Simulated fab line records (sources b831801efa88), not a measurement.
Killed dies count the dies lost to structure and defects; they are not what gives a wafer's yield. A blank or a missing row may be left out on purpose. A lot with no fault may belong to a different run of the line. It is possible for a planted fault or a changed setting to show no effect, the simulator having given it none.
Problem report in the 8D (eight disciplines) form, filled by code | flow sky130 | the parts of the form that need people (team, actions taken, sign-off) are left out

== 1. PROBLEM STATEMENT ==
Wafers free of any fault read 68.65 ohm/sq (standard deviation 0.13) for SD_N_RS at SKY_SD_N_RS_MEAS_16, against a mean of 63.22 ohm/sq on 6 wafers of 2 lots. Relative to the usual mean, that is a shift of -42 standard deviations.
The step: measures by four-point-probe.
First seen on wafer L135.1, day 29 11:17, on filmMetro-02. The record has a number at this step for 33 wafers belonging to 11 lots. The rule behind "out" and "out of limits": a value lying over 4 standard deviations away from the usual mean. The rest of the wafers with a number are treated as sound.

== 2. WHAT IT IS, WHAT IT ISN'T ==
question                    | is                         | is not
which readings at this step | SD_N_RS                    | -
which lots                  | L135, L137                 | L131, L132, L146, L147, L149, L151, L152, L153, L154
which wafers of those lots  | all that have a number     | -
read on which gauges        | filmMetro-02, filmMetro-04 | filmMetro-01
when                        | from day 29 11:17          | up to then (6 sound wafers); but 21 sound wafers of L146, L147, L149, L151, L152, L153, L154 came after

== 3. THE SUSPECTS, EACH WITH WHAT RULES IT OUT ==
Counting: a tool stays on the suspect list if, at a process step up to the reading, it processed all lots that are out and no sound lot following the first of them.
- ruled out: the gauge at SKY_SD_N_RS_MEAS_16. 2 gauges (filmMetro-02, filmMetro-04) read the wafers that are out.
- rtpAnneal-02 at SKY_SD_N_RTA_14 (time 2 s): ruled out as a lasting fault. After its first lot that is out, L135 (day 29 11:07), sound lots L147, L149, L151, L153 ran on it.
Left after counting: nothing in the record.

== 4. THE CAUSE (what the simulator had put in) ==
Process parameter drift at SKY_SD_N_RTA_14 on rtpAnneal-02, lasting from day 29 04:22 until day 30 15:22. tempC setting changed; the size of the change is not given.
Counting ruled it out, wrongly: the rule takes a fault to strike every lot that its tool runs from its start on, and this one did not.

== 5. SEQUENCE OF EFFECTS, ordered by route ==
One row per reading whose mean, taken over the struck wafers that have a number, lies over 3 standard deviations from the usual. Scope: only readings with a usual standard deviation given in the record; hours: median across lots of the time from each lot's start at the first step in this table that gives one to its start at this step; sigmas: change in usual standard deviations.
hours | step                | reading          | usual        | on struck wafers | change | sigmas
0     | SKY_SD_N_RTA_14     | lampPowerPct     | 15.74 %      | 16.50            | +0.76  | +14
0     | SKY_SD_N_RTA_14     | wafer_temp_C_max | 1078.1       | 1108.1           | +30.0  | +23
0     | SKY_SD_N_RS_MEAS_16 | SD_N_RS          | 68.65 ohm/sq | 63.22            | -5.43  | -42
0     | SKY_SD_N_RS_MEAS_17 | SD_P_RS          | 147.3 ohm/sq | 121.7            | -25.6  | -66
Here are the process steps it includes:
- SKY_SD_N_RTA_14: time 2 s.

== 6. WHAT WOULD HAVE CAUGHT IT SOONER ==
Counted from the fault's start at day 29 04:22, it took 7 hours until the first out-of-limits reading at a measuring or inspecting step in this record, taken at day 29 11:17.
At SKY_SD_N_RTA_14, the tool's own readings (lampPowerPct, wafer_temp_C_max) were out on each struck wafer the step has a row for, so an alarm limit on them would have fired on the first such wafer.
